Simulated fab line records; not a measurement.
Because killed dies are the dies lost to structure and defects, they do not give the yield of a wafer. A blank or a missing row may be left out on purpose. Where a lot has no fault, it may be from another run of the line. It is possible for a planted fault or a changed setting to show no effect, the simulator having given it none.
fab line records	flow sky130
record lots=6	wafers=18	last_day=50
route steps=708 shown LDD_LDN@289 SPACER@304 POLY_CUT@307 SD_P@320 PAD_OPEN@708
lots that met no fault: from a run of the same line without faults
start_h: hours from the record's opening day to when the first of the lot's shown wafers began	wait_h: hours elapsed since this lot's preceding step	" identical to the entry in the row above	L1.1+2: a single row standing in for several wafers	- no value, or no start given	* or withheld: withheld	< > ~ a bound
route shown NAME@n: a module of which the file shows steps, and the number in the route of the first	usual: average and standard deviation across the fault-free wafers	same: alike in all rows	chamber/n: place in a boat	sites: per-site readings	_std_site: standard deviation across them	_edge_site: inner sites' mean taken away from outer sites' mean	radius_mm: how far each site lies from the wafer's centre	mask NAME#n: copy n	behind: tool/chamber where the wafer was last shaped	hold: the reason the lot was held/the length of the hold in hours/how it ended	device: the transistor (n, p or np) that didn't switch	end of line: tests of these same wafers at the route's end	step lacking rows: just its recipe	killed: the dies lost at the first sort to structure and to defects; this is not the yield of the wafer	map: dies across one wafer; x = killed, . = not, _ = none there
set.NAME: the setting the step ran with; set.NAME@STEP: the setting that earlier step ran with	model.NAME: the simulator's own value behind a step, which no gauge read
lots seen at some steps along the route; tables by step, rows by wafer
services: from which hour (start_h, from the record's first day; less than 0 if before it) a tool's chamber was out of use, for how many hours, and why
## steps
# step SKY_LDD_LDN_DEHYDRATE_00
# recipe temp_c=200	time_s=60
# step SKY_LDD_LDN_HMDS_01
# recipe prime_time_s=60	prime_temp_c=120
# step SKY_LDD_LDN_COAT_02
# recipe resist=NOVOLAK	spin_rpm=3000	resist_thk_nm=1140
# step SKY_LDD_LDN_SOFTBAKE_03
# recipe temp_c=90	time_s=60	resist=NOVOLAK
# step SKY_LDD_LDN_EXPOSE_04
# recipe mask_id=LDNTM	na=0.6	source_shape=conventional	sigma_outer=0.6	polarization=unpolarized	target_cd_nm=700	dose_mj=140
# step SKY_LDD_LDN_PEB_05
# recipe temp_c=withheld	time_s=*	resist=NOVOLAK
# step SKY_LDD_LDN_DEVELOP_06
# recipe resist=NOVOLAK	developer=TMAH	develop_time_s=60	dev_temp_c=23
# step SKY_LDD_LDN_OVL_MEAS_07
# usual LDD_LDN_OVL=0.1/1.4
lot.wafer	tool	chamber	start_h	wait_h	LDD_LDN_OVL[nm]
L134.1	overlay-01	-	528.88	0.1	1.7
L134.2	"	-	"	"	1.0
L134.6	"	-	"	"	-0.1
L135.1	overlay-01	-	562.40	0.1	-0.2
L135.3	"	-	"	"	1.2
L135.4	"	-	"	"	0.2
L139.3	overlay-02	-	596.56	0.1	-0.3
L139.4	"	-	"	"	0.5
L139.5	"	-	"	"	1.7
L142.3	overlay-01	-	601.31	0.1	0.9
L142.4	"	-	"	"	1.0
L142.5	"	-	"	"	-1.1
L154.2	overlay-02	-	704.05	0.1	-0.7
L154.3	"	-	"	"	-1.3
L154.5	"	-	"	"	0.8
L155.1	overlay-02	-	707.94	0.1	-0.3
L155.2	"	-	"	"	-0.1
L155.6	"	-	"	"	0.0
# step SKY_LDD_LDN_IMPLANT_08
# recipe species=As	energy_kev=15	dose_cm2=1.25e+13	tilt_deg=withheld	rotation_deg=23
# step SKY_LDD_LDN_IMPLANT_09
# recipe species=As	energy_kev=15	dose_cm2=1.25e+13	tilt_deg=withheld	rotation_deg=113
# step SKY_LDD_LDN_IMPLANT_10
# recipe species=As	energy_kev=15	dose_cm2=1.237e+13	tilt_deg=withheld	rotation_deg=203
# step SKY_LDD_LDN_IMPLANT_11
# recipe species=As	energy_kev=15	dose_cm2=1.25e+13	tilt_deg=withheld	rotation_deg=293
# step SKY_LDD_LDN_STRIP_12
# recipe chemistry=O2/N2	power_w=1400	pressure_mtorr=1500	platen_temp_c=withheld	o2_flow_sccm=3000	n2_flow_sccm=300	overash_fraction=0.5
# usual drypump_motor_current_A=5.7/0.35	oes_product_au=0.715/0.004	strip_time_to_endpoint_s=14.19/0.038
lot.wafer	tool	chamber	start_h	wait_h	drypump_motor_current_A	oes_product_au	rf_hours_counter_h	strip_time_to_endpoint_s
L134.1	plasma_asher-03	0	529.51	0.1	6.2	0.705	71	14.23
L134.2	"	1	"	"	5.8	0.719	71	14.20
L134.6	"	0	"	"	6.2	0.716	-	14.21
L135.1	plasma_asher-02	1	563.03	0.1	5.9	0.713	89	14.17
L135.3	"	0	"	"	5.1	0.719	-	14.22
L135.4	"	1	"	"	5.9	0.718	-	14.17
L139.3	plasma_asher-02	1	597.22	0.1	5.9	0.719	-	14.14
L139.4	"	0	"	"	5.1	0.713	-	14.15
L139.5	"	0	"	"	5.1	0.716	-	14.22
L142.3	plasma_asher-02	1	601.97	0.1	5.8	0.718	-	14.19
L142.4	"	0	"	"	5.1	0.714	-	14.14
L142.5	"	0	"	"	5.1	0.719	-	14.14
L154.2	plasma_asher-02	0	704.68	0.1	5.2	0.710	103	14.19
L154.3	"	0	"	"	5.2	0.716	-	14.11
L154.5	"	0	"	"	5.1	0.726	-	14.16
L155.1	plasma_asher-02	0	708.58	0.1	5.2	0.722	103	14.20
L155.2	"	1	"	"	5.8	0.714	103	14.20
L155.6	"	0	"	"	5.1	0.712	-	14.19
# step SKY_LDD_LDN_TW_MEAS_13
# usual LDD_LDN_TW=1485/9.2
lot.wafer	tool	chamber	start_h	wait_h	LDD_LDN_TW
L134.1	film_metro-04	-	529.61	0.1	1480
L134.2	"	-	"	"	1482
L134.6	"	-	"	"	1496
L135.1	film_metro-03	-	563.13	0.1	1468
L135.3	"	-	"	"	1469
L135.4	"	-	"	"	1471
L139.3	film_metro-01	-	597.30	0.1	1495
L139.4	"	-	"	"	1504
L139.5	"	-	"	"	1498
L142.3	film_metro-01	-	602.05	0.1	1485
L142.4	"	-	"	"	1498
L142.5	"	-	"	"	1488
L154.2	film_metro-04	-	704.79	0.1	1481
L154.3	"	-	"	"	1482
L154.5	"	-	"	"	1492
L155.1	film_metro-04	-	708.68	0.1	1482
L155.2	"	-	"	"	1490
L155.6	"	-	"	"	1484
# step SKY_LDD_LDN_CLEAN_14
# recipe chemistry=SC1/SC2	mix=1:4:20	temp_c=70	time_s=150	dry=n2_spin
# step SKY_SPACER_CVD_00
# recipe material=Si3N4	precursor=DCS/NH3	target_thk_nm=43.1	temp_c=770	time_s=740	pressure_mtorr=250
# step SKY_SPACER_THK_MEAS_01
# recipe reads=Si3N4_of_SPACER_CVD_00
# usual SPACER_CVD_00_THK=42.9/0.36
lot.wafer	tool	chamber	start_h	wait_h	SPACER_CVD_00_THK[nm]
L134.1	film_metro-04	-	546.87	0.0	42.9
L134.2	"	-	"	"	43.0
L134.6	"	-	"	"	43.2
L135.1	film_metro-04	-	565.62	0.0	42.7
L135.3	"	-	"	"	42.8
L135.4	"	-	"	"	43.3
L139.3	film_metro-02	-	599.82	0.0	43.2
L139.4	"	-	"	"	43.4
L139.5	"	-	"	"	43.7
L142.3	film_metro-04	-	603.38	0.0	42.6
L142.4	"	-	"	"	42.9
L142.5	"	-	"	"	42.6
L154.2	film_metro-02	-	708.00	0.0	43.2
L154.3	"	-	"	"	43.0
L154.5	"	-	"	"	42.8
L155.1	film_metro-04	-	710.56	0.0	43.2
L155.2	"	-	"	"	42.9
L155.6	"	-	"	"	43.2
# step SKY_SPACER_ETCHBACK_02
# recipe chemistry=CH3F/O2	target=Si3N4	stop_on=SiO2	source_w=400	bias_w=80	pressure_mtorr=25	ch3f_flow_sccm=40	O2_flow_sccm=30	time_s=46.7	target_depth_a=450
# usual drypump_motor_current_A=5.4/0.35	oes_product_au=0.852/0.0065	throttle_valve_pct=10.561/0.0083
# same time_s=46.7
lot.wafer	tool	chamber	start_h	wait_h	drypump_motor_current_A	oes_product_au	rf_hours_counter_h	throttle_valve_pct
L134.1	rie_diel-01	1	546.93	0.1	5.8	0.854	2	10.547
L134.2	"	2	"	"	5.7	0.855	68	10.560
L134.6	"	2	"	"	5.7	0.858	-	10.554
L135.1	rie_diel-03	0	565.68	0.1	5.4	0.845	16	10.569
L135.3	"	3	"	"	5.5	0.854	4	10.558
L135.4	"	1	"	"	5.3	0.852	-	10.578
L139.3	rie_diel-03	1	599.86	0.0	5.3	0.854	54	10.567
L139.4	"	2	"	"	4.7	0.861	0	10.576
L139.5	"	1	"	"	5.3	0.866	-	10.551
L142.3	rie_diel-03	2	603.42	0.0	4.8	0.849	0	10.559
L142.4	"	0	"	"	5.5	0.852	17	10.563
L142.5	"	2	"	"	4.7	0.849	-	10.568
L154.2	rie_diel-03	2	708.05	0.0	4.7	0.849	2	10.570
L154.3	"	0	"	"	5.5	0.859	19	10.561
L154.5	"	3	"	"	5.5	0.846	-	10.577
L155.1	rie_diel-04	2	710.62	0.1	5.3	0.857	54	10.558
L155.2	"	0	"	"	5.3	0.855	20	10.566
L155.6	"	0	"	"	5.3	0.860	-	10.568
# step SKY_POLY_CUT_DEHYDRATE_00
# recipe temp_c=200	time_s=60
# step SKY_POLY_CUT_HMDS_01
# recipe prime_time_s=60	prime_temp_c=120
# step SKY_POLY_CUT_COAT_02
# recipe resist=BARC	temp_c=withheld	time_s=withheld	spin_rpm=3000	resist_thk_nm=60
# step SKY_POLY_CUT_COAT_03
# recipe resist=KrF-thick	spin_rpm=3000	resist_thk_nm=450
# step SKY_POLY_CUT_SOFTBAKE_04
# recipe temp_c=100	time_s=90	resist=KrF-thick
# step SKY_POLY_CUT_EXPOSE_05
# recipe mask_id=NPCM	na=0.8	source_shape=annular	sigma_inner=0.55	sigma_outer=0.85	target_cd_nm=270	dose_mj=32
# step SKY_POLY_CUT_PEB_06
# recipe peb_temp_c=withheld	peb_time_s=withheld	resist=KrF-thick
# step SKY_POLY_CUT_DEVELOP_07
# recipe develop_time_s=60	resist=KrF-thick	dev_temp_c=21
# step SKY_POLY_CUT_CD_MEAS_08
# recipe target_cd_nm=270
# usual cd_nm=269.9/1.5
lot.wafer	tool	chamber	start_h	wait_h	cd_nm
L134.1	cd_sem-01	-	576.63	-	270.1
L134.2	"	-	"	"	268.5
L134.6	"	-	"	"	269.9
L135.1	cd_sem-02	-	595.65	-	269.3
L135.3	"	-	"	"	269.2
L135.4	"	-	"	"	268.9
L139.3	cd_sem-01	-	629.17	-	272.3
L139.4	"	-	"	"	271.1
L139.5	"	-	"	"	271.9
L142.3	cd_sem-02	-	632.52	-	273.7
L142.4	"	-	"	"	271.2
L142.5	"	-	"	"	271.1
L154.2	cd_sem-01	-	735.50	-	269.0
L154.3	"	-	"	"	269.9
L154.5	"	-	"	"	268.0
L155.1	cd_sem-01	-	737.63	-	269.5
L155.2	"	-	"	"	268.3
L155.6	"	-	"	"	268.8
# step SKY_POLY_CUT_OVL_MEAS_09
# usual POLY_CUT_OVL=-2/4.8
lot.wafer	tool	chamber	start_h	wait_h	POLY_CUT_OVL[nm]
L134.1	overlay-02	-	576.75	0.1	-5
L134.2	"	-	"	"	2
L134.6	"	-	"	"	8
L135.1	overlay-02	-	595.77	0.1	-10
L135.3	"	-	"	"	-4
L135.4	"	-	"	"	-10
L139.3	overlay-02	-	629.26	0.1	-5
L139.4	"	-	"	"	-1
L139.5	"	-	"	"	-5
L142.3	overlay-01	-	632.61	0.1	-2
L142.4	"	-	"	"	-2
L142.5	"	-	"	"	-8
L154.2	overlay-01	-	735.61	0.1	5
L154.3	"	-	"	"	4
L154.5	"	-	"	"	-2
L155.1	overlay-02	-	737.75	0.1	-5
L155.2	"	-	"	"	-2
L155.6	"	-	"	"	-1
# step SKY_POLY_CUT_ETCH_10
# recipe chemistry=N2/H2	target=BARC	ion_energy_ev=200	source_w=500	bias_w=100	pressure_mtorr=30	n2_flow_sccm=100	h2_flow_sccm=200	stop_on=SiO2	time_s=45.9	target_depth_a=600
# usual drypump_motor_current_A=5.6/0.42	oes_product_au=0.855/0.0045	throttle_valve_pct=13.225/0.0093
# same time_s=45.9
lot.wafer	tool	chamber	start_h	wait_h	drypump_motor_current_A	oes_product_au	rf_hours_counter_h	throttle_valve_pct
L134.1	rie_diel-03	1	576.79	0.0	5.3	0.862	54	13.211
L134.2	"	3	"	"	5.5	0.861	4	13.241
L134.6	"	0	"	"	5.5	0.851	-	13.199
L135.1	rie_diel-02	0	595.80	0.0	6.2	0.846	60	13.219
L135.3	"	3	"	"	6.1	0.855	30	13.218
L135.4	"	2	"	"	5.6	0.855	6	13.223
L139.3	rie_diel-03	1	629.28	0.0	5.4	0.857	55	13.230
L139.4	"	3	"	"	5.5	0.852	5	13.220
L139.5	"	0	"	"	5.5	0.856	-	13.235
L142.3	rie_diel-02	2	632.63	0.0	5.6	0.854	7	13.219
L142.4	"	1	"	"	6.3	0.856	3	13.242
L142.5	"	3	"	"	6.1	0.855	-	13.224
L154.2	rie_diel-03	2	735.64	0.0	4.7	0.853	3	13.225
L154.3	"	3	"	"	5.6	0.855	7	13.206
L154.5	"	0	"	"	5.4	0.863	-	13.234
L155.1	rie_diel-02	0	737.79	0.0	6.2	0.861	1	13.219
L155.2	"	2	"	"	5.6	0.853	9	13.232
L155.6	"	3	"	"	6.1	0.854	-	13.230
# step SKY_POLY_CUT_ETCH_11
# recipe target=Si3N4	chemistry=CF4/CH2F2/Ar	stop_on=poly-Si	source_w=600	bias_w=150	pressure_mtorr=40	cf4_flow_sccm=40	ch2f2_flow_sccm=20	Ar_flow_sccm=150	time_s=42.5	target_depth_a=600
# usual drypump_motor_current_A=5.6/0.42	oes_product_au=0.830/0.0062	throttle_valve_pct=14.993/0.011
# same time_s=42.5
lot.wafer	tool	chamber	start_h	wait_h	drypump_motor_current_A	oes_product_au	rf_hours_counter_h	throttle_valve_pct
L134.1	rie_diel-03	1	576.83	0.0	5.4	0.832	54	14.981
L134.2	"	3	"	"	5.5	0.836	4	14.994
L134.6	"	0	"	"	5.5	0.817	-	15.000
L135.1	rie_diel-02	0	595.84	0.0	6.1	0.828	60	15.003
L135.3	"	3	"	"	6.1	0.832	30	14.983
L135.4	"	2	"	"	5.7	0.824	6	15.005
L139.3	rie_diel-03	1	629.32	0.0	5.4	0.824	55	14.984
L139.4	"	3	"	"	5.5	0.826	5	14.984
L139.5	"	0	"	"	5.5	0.830	-	14.978
L142.3	rie_diel-02	2	632.67	0.0	5.6	0.833	7	14.993
L142.4	"	1	"	"	6.3	0.832	3	14.981
L142.5	"	3	"	"	6.1	0.819	-	15.007
L154.2	rie_diel-03	2	735.68	0.0	4.7	0.829	3	14.996
L154.3	"	3	"	"	5.5	0.826	7	15.002
L154.5	"	0	"	"	5.5	0.830	-	15.002
L155.1	rie_diel-02	0	737.83	0.0	6.1	0.824	1	14.988
L155.2	"	2	"	"	5.6	0.823	9	14.984
L155.6	"	3	"	"	6.1	0.828	-	15.012
# step SKY_POLY_CUT_STRIP_12
# recipe chemistry=O2/N2	power_w=1400	pressure_mtorr=1500	platen_temp_c=withheld	o2_flow_sccm=3000	n2_flow_sccm=300	overash_fraction=0.5
# usual drypump_motor_current_A=5.7/0.54	oes_product_au=0.452/0.0043	strip_time_to_endpoint_s=5.355/0.018
lot.wafer	tool	chamber	start_h	wait_h	drypump_motor_current_A	oes_product_au	rf_hours_counter_h	strip_time_to_endpoint_s
L134.1	plasma_asher-02	1	576.87	0.0	5.8	0.455	91	5.351
L134.2	"	0	"	"	5.1	0.459	91	5.358
L134.6	"	0	"	"	5.2	0.457	-	5.356
L135.1	plasma_asher-04	1	595.88	0.0	4.8	0.452	45	5.365
L135.3	"	0	"	"	6.3	0.457	-	5.354
L135.4	"	1	"	"	4.8	0.450	-	5.361
L139.3	plasma_asher-04	0	629.40	0.1	6.3	0.456	-	5.375
L139.4	"	1	"	"	4.8	0.447	-	5.386
L139.5	"	0	"	"	6.3	0.457	-	5.363
L142.3	plasma_asher-02	1	632.75	0.1	5.9	0.450	-	5.345
L142.4	"	0	"	"	5.1	0.457	-	5.378
L142.5	"	0	"	"	5.1	0.452	-	5.371
L154.2	plasma_asher-03	0	735.72	0.0	6.2	0.459	93	5.358
L154.3	"	1	"	"	5.8	0.452	-	5.360
L154.5	"	0	"	"	6.2	0.452	-	5.359
L155.1	plasma_asher-03	1	737.87	0.0	5.8	0.460	93	5.384
L155.2	"	0	"	"	6.2	0.453	93	5.365
L155.6	"	0	"	"	6.2	0.451	-	5.371
# step SKY_SD_P_DEHYDRATE_00
# recipe temp_c=200	time_s=60
# step SKY_SD_P_HMDS_01
# recipe prime_time_s=60	prime_temp_c=120
# step SKY_SD_P_COAT_02
# recipe resist=NOVOLAK	spin_rpm=3000	resist_thk_nm=1140
# step SKY_SD_P_SOFTBAKE_03
# recipe temp_c=90	time_s=60	resist=NOVOLAK
# step SKY_SD_P_EXPOSE_04
# recipe mask_id=PSDM	na=0.6	source_shape=conventional	sigma_outer=0.6	polarization=unpolarized	target_cd_nm=380	dose_mj=138
# step SKY_SD_P_PEB_05
# recipe temp_c=withheld	time_s=*	resist=NOVOLAK
# step SKY_SD_P_DEVELOP_06
# recipe resist=NOVOLAK	developer=TMAH	develop_time_s=60	dev_temp_c=23
# step SKY_SD_P_CD_MEAS_07
# recipe target_cd_nm=380
# usual cd_nm=379.4/2.6
lot.wafer	tool	chamber	start_h	wait_h	cd_nm
L134.1	cd_sem-01	-	607.00	0.1	381.6
L134.2	"	-	"	"	380.2
L134.6	"	-	"	"	380.5
L135.1	cd_sem-02	-	625.08	0.1	377.8
L135.3	"	-	"	"	379.7
L135.4	"	-	"	"	378.4
L139.3	cd_sem-01	-	657.82	0.1	381.1
L139.4	"	-	"	"	378.8
L139.5	"	-	"	"	379.6
L142.3	cd_sem-02	-	660.59	0.1	374.4
L142.4	"	-	"	"	376.7
L142.5	"	-	"	"	376.0
L154.2	cd_sem-01	-	762.32	0.1	376.2
L154.3	"	-	"	"	376.8
L154.5	"	-	"	"	377.6
L155.1	cd_sem-01	-	764.63	0.1	381.5
L155.2	"	-	"	"	380.5
L155.6	"	-	"	"	381.6
# step SKY_SD_P_OVL_MEAS_08
# usual SD_P_OVL=0.0/1.2
lot.wafer	tool	chamber	start_h	wait_h	SD_P_OVL[nm]
L134.1	overlay-01	-	607.12	0.1	1.2
L134.2	"	-	"	"	1.7
L134.6	"	-	"	"	-1.1
L135.1	overlay-02	-	625.20	0.1	-0.6
L135.3	"	-	"	"	1.2
L135.4	"	-	"	"	-0.9
L139.3	overlay-01	-	657.92	0.1	1.7
L139.4	"	-	"	"	-0.1
L139.5	"	-	"	"	0.2
L142.3	overlay-02	-	660.68	0.1	0.0
L142.4	"	-	"	"	-1.3
L142.5	"	-	"	"	-1.7
L154.2	overlay-02	-	762.42	0.1	-0.2
L154.3	"	-	"	"	1.6
L154.5	"	-	"	"	0.2
L155.1	overlay-01	-	764.75	0.1	1.4
L155.2	"	-	"	"	1.5
L155.6	"	-	"	"	0.2
# step SKY_SD_P_IMPLANT_09
# recipe species=BF2	energy_kev=19.62	dose_cm2=3e+15	tilt_deg=0
# step SKY_SD_P_STRIP_10
# recipe chemistry=O2/N2	power_w=1400	pressure_mtorr=1500	platen_temp_c=withheld	o2_flow_sccm=3000	n2_flow_sccm=300	overash_fraction=0.5
# usual drypump_motor_current_A=5.6/0.49	oes_product_au=0.619/0.0044	strip_time_to_endpoint_s=17.43/0.039
lot.wafer	tool	chamber	start_h	wait_h	drypump_motor_current_A	oes_product_au	rf_hours_counter_h	strip_time_to_endpoint_s
L134.1	plasma_asher-01	1	607.30	0.1	5.9	0.627	18	17.41
L134.2	"	0	"	"	5.6	0.614	18	17.42
L134.6	"	0	"	"	5.6	0.617	-	17.44
L135.1	plasma_asher-04	1	625.39	0.1	4.8	0.621	48	17.35
L135.3	"	1	"	"	4.8	0.615	-	17.34
L135.4	"	0	"	"	6.3	0.614	-	17.38
L139.3	plasma_asher-02	1	658.12	0.1	5.8	0.621	-	17.34
L139.4	"	0	"	"	5.1	0.612	-	17.37
L139.5	"	0	"	"	5.1	0.624	-	17.37
L142.3	plasma_asher-02	0	660.89	0.1	5.1	0.614	-	17.38
L142.4	"	1	"	"	5.8	0.614	-	17.38
L142.5	"	0	"	"	5.1	0.615	-	17.33
L154.2	plasma_asher-04	0	762.60	0.1	6.3	0.616	62	17.46
L154.3	"	0	"	"	6.3	0.618	-	17.41
L154.5	"	1	"	"	4.8	0.623	-	17.45
L155.1	plasma_asher-04	1	764.94	0.1	4.8	0.616	62	17.42
L155.2	"	0	"	"	6.3	0.621	62	17.37
L155.6	"	1	"	"	4.8	0.622	-	17.42
# step SKY_PAD_OPEN_PROBE_99
# usual killed_at_M0_to_M3=43/7.4	killed_at_M4_up=3.1/1.8	killed_at_contacts=26/5.6	killed_at_front_end=15/4.9	killed_at_other=0.2/0.44	killed_dies=87/10	killed_open=48/7.6	killed_short=39/6.2
# same gross_dies=492	killed_at_back_side=0
lot.wafer	tool	chamber	start_h	wait_h	killed_at_M0_to_M3	killed_at_M4_up	killed_at_contacts	killed_at_front_end	killed_at_other	killed_dies	killed_open	killed_short
L135.1	prober-02	-	1100.05	0.1	35	4	29	10	0	78	44	31
L135.3	prober-02	-	1100.15	0.2	48	2	27	14	0	91	49	42
L135.4	prober-02	-	1100.20	0.2	43	4	26	16	0	89	55	34
L154.2	prober-01	-	1189.49	0.1	35	9	23	54	0	121	39	36
L154.3	prober-01	-	1189.54	0.2	39	5	35	63	0	142	48	46
L154.5	prober-01	-	1189.64	0.2	44	1	32	63	0	140	58	32
L155.1	prober-02	-	1194.67	0.1	39	1	34	70	0	144	54	38
L155.2	prober-02	-	1194.72	0.1	35	1	23	12	0	71	46	25
L155.6	prober-02	-	1194.92	0.2	41	2	23	57	1	124	41	38
# killed by level:class
L135.1 CONTACT:geometric_particle:open=14 VIA3:geometric_particle:open=8 CONTACT:geometric_particle:short=7 VIA2:geometric_particle:open=6 VIA3:geometric_particle:short=5 FIELD_ISO:geometric_particle:open=3 POLY_GATE:geometric_particle:short=3 POLY_GATE:geometric_particle:open=3
L135.3 VIA1:geometric_particle:open=17 CONTACT:geometric_particle:open=8 LI_CONTACT:geometric_particle:open=7 METAL2:geometric_particle:short=7 VIA2:geometric_particle:open=7 CONTACT:geometric_particle:short=6 POLY_GATE:geometric_particle:short=5 FIELD_ISO:geometric_particle:short=4
L135.4 CONTACT:geometric_particle:open=10 VIA1:geometric_particle:open=9 LI_CONTACT:geometric_particle:open=8 VIA2:geometric_particle:open=7 VIA3:geometric_particle:open=6 METAL2:geometric_particle:short=5 POLY_GATE:geometric_particle:open=4 POLY_GATE:geometric_particle:short=4
L154.2 LDD_LDN:unspecified=46 METAL2:geometric_particle:short=8 METAL4:geometric_particle:short=8 LI_CONTACT:geometric_particle:open=7 VIA1:geometric_particle:open=7 CONTACT:geometric_particle:open=6 VIA3:geometric_particle:open=5 CONTACT:geometric_particle:short=4
L154.3 LDD_LDN:unspecified=48 CONTACT:geometric_particle:open=11 LI_CONTACT:geometric_particle:open=9 CONTACT:geometric_particle:short=7 METAL3:geometric_particle:short=6 VIA2:geometric_particle:open=6 VIA1:geometric_particle:short=5 VIA3:geometric_particle:open=5
L154.5 LDD_LDN:unspecified=50 LI_CONTACT:geometric_particle:open=12 CONTACT:geometric_particle:open=10 VIA2:geometric_particle:open=9 VIA1:geometric_particle:short=8 VIA1:geometric_particle:open=8 VIA3:geometric_particle:open=6 FIELD_ISO:geometric_particle:open=5
L155.1 LDD_LDN:unspecified=52 CONTACT:geometric_particle:open=15 POLY_GATE:geometric_particle:open=8 LI_CONTACT:geometric_particle:open=8 VIA1:geometric_particle:open=6 LI_CONTACT:geometric_particle:short=5 METAL2:geometric_particle:short=5 POLY_GATE:geometric_particle:short=4
L155.2 VIA1:geometric_particle:open=11 CONTACT:geometric_particle:open=7 VIA2:geometric_particle:open=7 FIELD_ISO:geometric_particle:open=5 LI_CONTACT:geometric_particle:open=5 CONTACT:geometric_particle:short=4 METAL2:geometric_particle:short=4 LOCAL_INTERCONNECT:geometric_particle:short=3
L155.6 LDD_LDN:unspecified=45 VIA1:geometric_particle:open=12 CONTACT:geometric_particle:open=7 VIA1:geometric_particle:short=6 LI_CONTACT:geometric_particle:short=5 LI_CONTACT:geometric_particle:open=4 CONTACT:geometric_particle:short=4 METAL1:geometric_particle:short=4
# map L154.3 (x killed, . not)
__________...x......_________
________xx.xx..xx...x._______
______xxxxxxxxx......x.._____
_____xxxxxxxx........x...____
____.xxxxxxxxxx.x........x___
___.xxxxxxxxxx......x...x..__
__...xxxxxx..x..x.....x.xx.._
_..xx..xxxx...xx.x..x.x.x...x
_.....x.....x..x.....x...x.x.
_xx.....x......x....x...xx.x.
_x.x........x..x...x.........
_..x....x.......x......x..xx.
_...................x........
_..x..x.xxx.xx.x....x........
_.......x..........x.x.....xx
__x..x...x...xx...xx..xx...._
___xx.x..........x.........__
____.x...x.......x........___
_____........x.........x.____
______..x.x...........xx_____
________....x..x..x..._______
__________...x.x...._________
# map L155.1 (x killed, . not)
__________.xx......._________
________xxxx..x...xx.._______
______xxxxxxxx......x.x._____
_____.xxxxxx.x..x..x..x..____
____..xxxxxxxx..x.........___
___.xxxxxxxxxx...xx....x.x.__
__..xxxxxxxxxxxx.x....x..x.._
_...x..xxxxx.................
_.x....xxx...................
_.x..x..x...x....x..x........
_x.x...x.xx..............x...
_....x....x...........xx...xx
_........x.x.xx...xx......x..
_..x....x........x...xx.x.x..
_......x.............x...x.xx
__.........x.x.......xx..x.._
___.....xx.x..x....x...x...__
____..........x.x......x.x___
_____........x.x...x.....____
______......x..x...x...._____
________..x.x.....xx.x_______
__________.x.x...xx._________
## services
tool	chamber	start_h	hours	kind
rie_diel-04	3	506.00	8.4	repair
plasma_asher-04	-	516.22	2.9	repair
plasma_asher-04	-	524.77	28.1	pm
rie_diel-02	0	527.52	24.7	repair
plasma_asher-01	-	551.75	12.5	repair
rie_diel-03	2	553.34	-	clean
rie_diel-03	2	553.34	18.5	scheduled_down
rie_diel-02	0	556.85	6.9	repair
rie_diel-04	-	578.77	0.2	repair
rie_diel-01	-	609.57	28.1	pm
plasma_asher-02	-	611.65	2.8	pm
plasma_asher-02	-	616.86	4.6	repair
plasma_asher-04	-	620.58	3.2	repair
rie_diel-04	-	643.33	0.6	repair
rie_diel-02	2	671.48	11.9	repair
plasma_asher-01	-	673.62	3.8	repair
rie_diel-02	3	675.98	3.8	repair
rie_diel-03	-	696.58	10.0	pm
rie_diel-01	3	725.02	4.3	repair
rie_diel-04	3	733.56	5.3	repair
plasma_asher-02	-	733.75	9.0	pm
plasma_asher-03	-	739.03	3.2	repair
rie_diel-04	1	746.83	3.4	repair
rie_diel-02	-	750.08	0.1	repair
## key
first_sign step=SKY_PAD_OPEN_PROBE_99	reading=killed_at_front_end	direction=up	sigmas=9.5	usual=15	struck=61
effect step=SKY_PAD_OPEN_PROBE_99	reading=killed_dies	direction=up	sigmas=4.6	usual=87	struck=134
met_at SKY_LDD_LDN_STRIP_12
struck_wafers L154.2,L154.3,L154.5,L155.1,L155.6
tester_left_out L154,L155
onset_between 601.97 704.68
fault kind=chamber_particle_source	tool=plasma_asher-02	chamber=0	onset_h=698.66	steps=SKY_LDD_LDN_STRIP_12	rate_per_visit_cm2=0.75104	end_h=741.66
# tester_left_out: of these lots the tester's yield and bins aren't shown, on N5 and GAA mostly nor the transistor test; their killed dies are dies lost to structure and defects alone, not to doping, threshold or leakage, so they don't give the yield
